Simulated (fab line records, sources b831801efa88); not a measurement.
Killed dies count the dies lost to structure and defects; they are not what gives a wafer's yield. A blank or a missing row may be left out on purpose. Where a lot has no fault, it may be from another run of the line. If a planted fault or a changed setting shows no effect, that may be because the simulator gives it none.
fab line records	flow sky130
record: lots: 11	wafers: 33	lastDay: 50
route steps=708 shown PWDE@52 POLY_GATE@204 METAL3@534 PAD_OPEN@708
lots that met no fault: taken from a fault-free run of the same line
startH: the number of hours between the record's first day and the start of the first shown wafer of the lot	waitH: hours elapsed since this lot's preceding step	" the same as in the row above	L1.1+2: a row that stands for several wafers	- no value present, or no start provided	* or withheld: withheld	< > ~ a bound
route shown NAME@n: a module of which the file shows steps, and the number in the route of the first	usual: average and standard deviation across the fault-free wafers	same: alike in all rows	chamber/n: place in a boat	sites: each site's reading	_std_site: how widely they spread, as a standard deviation	_edge_site: outer sites' mean less inner sites'	radiusMm: for every site, how far away it sits from the centre of the wafer	mask NAME#n: copy n	behind: the last tool/chamber to shape the wafer	hold: what put the lot on hold/how long, in hours/how the hold closed	device: the n, p or np transistor that did not switch	end of line: tests of these same wafers at the route's end	a step given without rows: its recipe and nothing more	killed: dies lost to structure and defects at the first sort, not the wafer's yield	map: the dies of a wafer, with x for killed, . for not killed, _ for no die there
set.NAME: the setting as run; set.NAME@STEP: as run at that earlier step	model.NAME: the simulator's own value behind a step, which no gauge read
a sample of lots followed through the steps of the route, with each step as a table and each wafer as a row
services: from which hour (startH, from the record's first day; less than 0 if before it) a tool's chamber was out of use, for how many hours, and why
== steps ==
step: SKY_PWDE_OVL_MEAS_07
usual: PWDE_OVL: -0.3/1.7
lot.wafer	tool	chamber	startH	waitH	PWDE_OVL[nm]
L618.3	overlay-02	-	66.32	-	1.1
L618.4	"	-	"	"	0.2
L618.5	"	-	"	"	1.2
L619.4	overlay-01	-	76.63	-	0.4
L619.5	"	-	"	"	0.8
L619.6	"	-	"	"	1.9
L621.3	overlay-02	-	83.42	-	-1.4
L621.5	"	-	"	"	-3.3
L621.6	"	-	"	"	-3.0
L622.1	overlay-02	-	89.66	-	-2.2
L622.4	"	-	"	"	-1.3
L622.5	"	-	"	"	-1.7
L623.1	overlay-02	-	97.97	-	-1.5
L623.3	"	-	"	"	-2.5
L623.5	"	-	"	"	-1.8
L624.2	overlay-01	-	101.91	-	0.0
L624.3	"	-	"	"	-0.4
L624.6	"	-	"	"	-0.3
L626.1	overlay-02	-	112.22	-	0.0
L626.3	"	-	"	"	-0.6
L626.6	"	-	"	"	-0.3
L636.1	overlay-02	-	167.11	-	0.1
L636.5	"	-	"	"	-1.4
L636.6	"	-	"	"	-1.0
L637.1	overlay-01	-	173.47	-	1.0
L637.2	"	-	"	"	0.7
L637.5	"	-	"	"	-0.4
L640.2	overlay-01	-	194.47	-	2.9
L640.3	"	-	"	"	2.5
L640.5	"	-	"	"	2.9
L641.1	overlay-02	-	201.47	-	0.0
L641.5	"	-	"	"	-1.2
L641.6	"	-	"	"	-2.6
step: SKY_POLY_GATE_CVD_00
recipe: material: poly-Si	targetThkNm: 180	tempC: 620	timeS: 720	pressureMtorr: 200
usual: spikeTcBottomC: 642/4	spikeTcCentreC: 621.4/1.1	spikeTcLowerC: 620.1/1.2	spikeTcTopC: 642.8/2	spikeTcUpperC: 618.9/1.3	susceptorTempC: 619.99/0.28
lot.wafer	tool	chamber	startH	waitH	spikeTcBottomC	spikeTcCentreC	spikeTcLowerC	spikeTcTopC	spikeTcUpperC	susceptorTempC
L618.3	lpcvd-01	1	305.11	0.0	644	622.0	619.2	644.7	618.5	619.66
L618.4	"	1	"	"	645	621.0	618.8	643.1	619.6	620.16
L618.5	"	1	"	"	644	621.1	618.5	643.8	618.8	620.47
L619.4	lpcvd-01	1	323.30	0.0	643	619.0	620.7	643.8	618.7	619.93
L619.5	"	1	"	"	645	622.0	620.2	642.5	618.8	619.51
L619.6	"	1	"	"	644	622.7	618.2	645.5	618.3	619.58
L621.3	lpcvd-01	0	338.83	0.0	638	620.7	621.5	640.2	619.0	621.00
L621.5	"	0	"	"	637	621.3	620.0	639.1	617.1	620.02
L621.6	"	0	"	"	636	621.0	620.9	640.2	618.2	620.70
L622.1	lpcvd-01	1	338.83	0.0	646	622.6	619.2	641.9	618.0	620.19
L622.4	"	1	"	"	647	618.9	617.8	646.1	619.6	619.56
L622.5	"	1	"	"	645	622.5	618.3	642.4	617.5	620.14
L623.1	lpcvd-01	1	358.00	0.0	643	622.3	619.7	643.8	618.9	619.94
L623.3	"	1	"	"	646	620.5	618.6	642.9	618.5	620.40
L623.5	"	1	"	"	645	621.3	620.1	643.6	619.8	619.94
L624.2	lpcvd-01	1	364.70	0.0	645	619.2	622.2	644.4	619.7	619.93
L624.3	"	1	"	"	645	619.7	619.9	642.9	618.1	619.63
L624.6	"	1	"	"	644	622.5	619.3	644.0	618.9	620.21
L626.1	lpcvd-01	0	380.61	0.0	613	596.2	597.4	617.6	596.7	596.24
L626.3	"	0	"	"	613	598.4	595.9	617.3	594.3	596.69
L626.6	"	0	"	"	613	598.5	595.9	617.9	596.4	596.01
L636.1	lpcvd-01	1	458.81	0.0	645	620.5	620.1	643.4	618.4	620.28
L636.5	"	1	"	"	644	622.6	619.6	643.5	619.8	620.08
L636.6	"	1	"	"	647	622.3	620.2	644.2	621.0	620.24
L637.1	lpcvd-01	0	474.65	0.0	637	621.5	619.7	638.9	619.4	619.95
L637.2	"	0	"	"	635	623.0	620.5	639.0	619.2	619.53
L637.5	"	0	"	"	638	620.6	621.3	641.3	618.1	619.62
L640.2	lpcvd-01	1	499.96	0.0	647	622.9	620.2	641.6	618.8	619.84
L640.3	"	1	"	"	644	620.7	618.9	645.8	620.4	620.14
L640.5	"	1	"	"	643	621.7	617.8	642.0	617.8	620.05
L641.1	lpcvd-01	1	510.23	0.0	644	622.4	619.9	644.1	616.7	619.94
L641.5	"	1	"	"	645	622.9	620.5	643.9	618.5	620.16
L641.6	"	1	"	"	645	622.4	621.8	644.6	618.1	620.08
step: SKY_POLY_GATE_THK_MEAS_01
recipe: reads: poly-Si_of_POLY_GATE_CVD_00
usual: POLY_GATE_CVD_00_THK: 179.7/1.5
lot.wafer	tool	chamber	startH	waitH	hold	POLY_GATE_CVD_00_THK[nm]
L618.3	filmMetro-01	-	306.33	0.0	-	181.3
L618.4	"	-	"	"	-	183.1
L618.5	"	-	"	"	-	181.2
L619.4	filmMetro-03	-	324.53	0.0	-	179.0
L619.5	"	-	"	"	-	179.6
L619.6	"	-	"	"	-	178.8
L622.1	filmMetro-02	-	340.03	0.0	-	177.4
L622.4	"	-	"	"	-	178.7
L622.5	"	-	"	"	-	179.5
L621.3	filmMetro-03	-	340.05	0.0	-	178.1
L621.5	"	-	"	"	-	177.7
L621.6	"	-	"	"	-	178.3
L623.1	filmMetro-01	-	359.20	0.0	-	180.8
L623.3	"	-	"	"	-	181.2
L623.5	"	-	"	"	-	179.4
L624.2	filmMetro-01	-	365.91	0.0	-	182.7
L624.3	"	-	"	"	-	183.1
L624.6	"	-	"	"	-	183.0
L626.1	filmMetro-02	-	381.81	0.0	awaitDispo/0.2h/release	102.4
L626.3	"	-	"	"	awaitDispo/0.2h/release	102.5
L626.6	"	-	"	"	awaitDispo/0.2h/release	102.2
L626.1	filmMetro-02	-	382.04	0.2	-	102.4
L626.3	"	-	"	"	-	102.6
L626.6	"	-	"	"	-	102.1
L636.1	filmMetro-03	-	460.01	0.0	-	178.8
L636.5	"	-	"	"	-	179.2
L636.6	"	-	"	"	-	178.4
L637.1	filmMetro-02	-	475.85	0.0	-	180.8
L637.2	"	-	"	"	-	179.6
L637.5	"	-	"	"	-	179.1
L640.2	filmMetro-03	-	501.17	0.0	-	180.8
L640.3	"	-	"	"	-	181.6
L640.5	"	-	"	"	-	181.0
L641.1	filmMetro-01	-	511.43	0.0	-	179.6
L641.5	"	-	"	"	-	181.5
L641.6	"	-	"	"	-	179.0
step: SKY_METAL3_SPUTTER_02
recipe: material: AlCu	targetThkNm: 735	powerW: 10600	timeS: 39.1	chamberPressurePa: 0.4
usual: throttleValvePct: 30.4/0.93
lot.wafer	tool	chamber	startH	waitH	throttleValvePct
L618.3	pvdSputter-02	-	842.53	0.0	30.8
L618.4	"	-	"	"	30.8
L618.5	"	-	"	"	29.7
L619.4	pvdSputter-01	-	860.49	0.0	29.3
L619.5	"	-	"	"	32.0
L619.6	"	-	"	"	29.6
L621.3	pvdSputter-03	-	878.11	0.0	30.6
L621.5	"	-	"	"	31.1
L621.6	"	-	"	"	30.8
L622.1	pvdSputter-01	-	879.06	0.0	31.9
L622.4	"	-	"	"	28.5
L622.5	"	-	"	"	29.6
L623.1	pvdSputter-02	-	893.44	0.0	29.5
L623.3	"	-	"	"	31.3
L623.5	"	-	"	"	30.9
L624.2	pvdSputter-03	-	895.64	0.0	30.9
L624.3	"	-	"	"	29.5
L624.6	"	-	"	"	31.1
L636.1	pvdSputter-02	-	973.88	0.0	31.1
L636.5	"	-	"	"	29.4
L636.6	"	-	"	"	31.0
L637.1	pvdSputter-02	-	986.24	0.0	29.4
L637.2	"	-	"	"	31.0
L637.5	"	-	"	"	29.4
L640.2	pvdSputter-02	-	1006.80	0.0	29.7
L640.3	"	-	"	"	31.2
L640.5	"	-	"	"	31.0
L641.1	pvdSputter-02	-	1013.54	0.0	31.3
L641.5	"	-	"	"	31.2
L641.6	"	-	"	"	29.6
step: SKY_METAL3_ETCH_16
recipe: chemistry: N2/H2	target: BARC	ionEnergyEv: 200	biasW: 100	pressureMtorr: 30	n2FlowSccm: 100	h2FlowSccm: 200	icpW: 500	stopOn: SiO2	timeS: 88.2	targetDepthA: 600
usual: drypumpMotorCurrentA: 5.4/0.34	oesProductAu: 0.626/0.0039	throttleValvePct: 13.204/0.0083
lot.wafer	tool	chamber	startH	waitH	drypumpMotorCurrentA	oesProductAu	rfHoursCounterH	throttleValvePct
L618.3	rieMetal-01	0	895.59	0.0	5.6	0.626	-	13.201
L618.4	"	1	"	"	5.2	0.615	-	13.209
L618.5	"	1	"	"	5.1	0.627	-	13.202
L619.4	rieMetal-01	0	912.79	0.0	5.6	0.624	-	13.199
L619.5	"	0	"	"	5.6	0.628	-	13.212
L619.6	"	1	"	"	5.2	0.631	-	13.191
L621.3	rieMetal-01	0	928.81	0.1	5.6	0.624	-	13.213
L621.5	"	0	"	"	5.6	0.622	-	13.201
L621.6	"	0	"	"	5.6	0.627	-	13.203
L622.1	rieMetal-01	0	929.48	0.1	5.6	0.623	8	13.198
L622.4	"	0	"	"	5.6	0.633	-	13.203
L622.5	"	0	"	"	5.6	0.631	-	13.219
L623.1	rieMetal-01	0	944.73	0.1	5.6	0.623	8	13.221
L623.3	"	0	"	"	5.6	0.626	-	13.206
L623.5	"	0	"	"	5.6	0.622	-	13.205
L624.2	rieMetal-04	1	946.85	0.0	5.2	0.631	4	13.205
L624.3	"	1	"	"	5.2	0.629	-	13.189
L624.6	"	1	"	"	5.2	0.626	-	13.200
L636.1	rieMetal-01	0	1021.15	0.0	5.5	0.623	12	13.201
L636.5	"	1	"	"	5.2	0.627	-	13.203
L636.6	"	0	"	"	5.6	0.627	-	13.201
L637.1	rieMetal-04	1	1033.20	0.0	5.2	0.620	9	13.207
L637.2	"	0	"	"	5.6	0.624	6	13.215
L637.5	"	1	"	"	5.2	0.624	-	13.206
L640.2	rieMetal-01	1	1052.60	0.0	5.2	0.626	6	13.199
L640.3	"	1	"	"	5.2	0.622	-	13.210
L640.5	"	0	"	"	5.6	0.627	-	13.200
L641.1	rieMetal-01	0	1059.52	0.0	5.6	0.622	15	13.214
L641.5	"	1	"	"	5.2	0.625	-	13.194
L641.6	"	0	"	"	5.6	0.626	-	13.196
step: SKY_PAD_OPEN_PROBE_99
usual: defectLimitedYield: 82.4/2	killed_at_M0_to_M3: 44/7.9	killed_at_M4_up: 3.1/2	killedAtContacts: 23/4.9	killedAtFrontEnd: 15/3.9	killedAtOther: 0.2/0.49	killedDies: 86/10	killedOpen: 47/7.1	killedShort: 39/7.1	sort_bin_3_pad_short: 0.9/0.41	sort_bin_5_function: 10.4/1.5	sort_bin_6_memory: 6.3/1	sortNPass: 406/10	sortYieldPct: 82.4/2
same: grossDies: 492	killedAtBackSide: 0	sort_bin_4_leakage[%]: 0	sort_bin_8_speed[%]: 0
lot.wafer	tool	chamber	startH	waitH	defectLimitedYield[%]	killed_at_M0_to_M3	killed_at_M4_up	killedAtContacts	killedAtFrontEnd	killedAtOther	killedDies	killedOpen	killedShort	sort_bin_3_pad_short[%]	sort_bin_5_function[%]	sort_bin_6_memory[%]	sortNPass	sortYieldPct[%]
L624.2	prober-02	-	1111.47	0.1	88.0	30	1	17	11	0	59	35	24	0.6	7.1	4.3	433	88.0
L624.3	prober-02	-	1111.52	0.2	82.3	47	2	27	11	0	87	42	45	0.6	9.1	7.9	405	82.3
L624.6	prober-02	-	1111.67	0.2	81.7	43	1	31	15	0	90	44	46	1.4	10.2	6.7	402	81.7
killed by level:class
L624.2 CONTACT:geometricParticle:open=8 VIA2:geometricParticle:open=6 FIELD_ISO:geometricParticle:open=5 VIA1:geometricParticle:open=5 VIA3:geometricParticle:short=4 LOCAL_INTERCONNECT:geometricParticle:short=3 CONTACT:geometricParticle:short=3 METAL1:geometricParticle:open=3
L624.3 CONTACT:geometricParticle:open=10 VIA2:geometricParticle:open=9 VIA1:geometricParticle:open=9 METAL1:geometricParticle:short=8 METAL2:geometricParticle:short=8 POLY_GATE:geometricParticle:short=5 LOCAL_INTERCONNECT:geometricParticle:short=5 LI_CONTACT:geometricParticle:open=4
L624.6 CONTACT:geometricParticle:open=15 METAL1:geometricParticle:short=8 VIA3:geometricParticle:open=8 CONTACT:geometricParticle:short=7 METAL2:geometricParticle:short=7 VIA1:geometricParticle:open=5 POLY_GATE:geometricParticle:open=4 METAL3:geometricParticle:short=4
== services ==
tool	chamber	startH	hours	kind
pvdSputter-02	-	323.69	6.5	repair
pvdSputter-01	-	338.34	6.0	repair
lpcvd-01	-	395.68	2.5	repair
lpcvd-01	-	417.62	1.8	repair
pvdSputter-01	-	436.81	4.5	repair
rieMetal-01	0	520.44	5.2	repair
rieMetal-01	1	521.42	14.3	repair
rieMetal-04	-	521.54	2.8	pm
lpcvd-01	-	550.82	0.9	repair
lpcvd-01	-	614.06	0.5	repair
rieMetal-01	1	617.68	4.8	repair
rieMetal-04	0	628.35	6.3	repair
rieMetal-01	1	643.97	5.3	repair
rieMetal-01	1	738.60	9.6	repair
pvdSputter-03	-	785.90	0.6	repair
pvdSputter-02	-	792.13	35.0	repair
pvdSputter-01	-	801.92	4.3	repair
pvdSputter-03	-	808.86	1.8	repair
pvdSputter-02	-	811.43	4.6	repair
pvdSputter-02	-	823.34	5.6	repair
rieMetal-01	0	872.09	14.4	repair
rieMetal-01	-	896.59	2.8	pm
pvdSputter-02	-	947.45	3.3	repair
pvdSputter-02	-	1045.33	0.7	repair
== key ==
firstSign: step: SKY_POLY_GATE_CVD_00	reading: susceptorTempC	direction: down	sigmas: 83	usual: *	struck: *
effect: step: SKY_POLY_GATE_CVD_00	reading: spikeTcCentreC	direction: down	sigmas: 22	usual: 621.4	struck: 597.7
effect: step: SKY_POLY_GATE_THK_MEAS_01	reading: visit	direction: added
effect: step: SKY_POLY_GATE_THK_MEAS_01	reading: POLY_GATE_CVD_00_THK	direction: down	sigmas: 52	usual: 179.7	struck: 102.4
metAt SKY_POLY_GATE_CVD_00
struckLots L626
struckWafers L626.1,L626.3,L626.6
scrappedBehind SKY_POLY_GATE_THK_MEAS_01 L626.1,L626.3,L626.6
notActingAt SKY_PWDE_OVL_MEAS_07,SKY_METAL3_SPUTTER_02,SKY_METAL3_ETCH_16
onsetBetween 338.83 380.61
fault: kind: processParameterDrift	tool: lpcvd-01	chamber: 0	onsetH: 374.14	steps: SKY_POLY_GATE_CVD_00	channel: tempC	offset: *	shape: step	endH: 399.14	stated: *
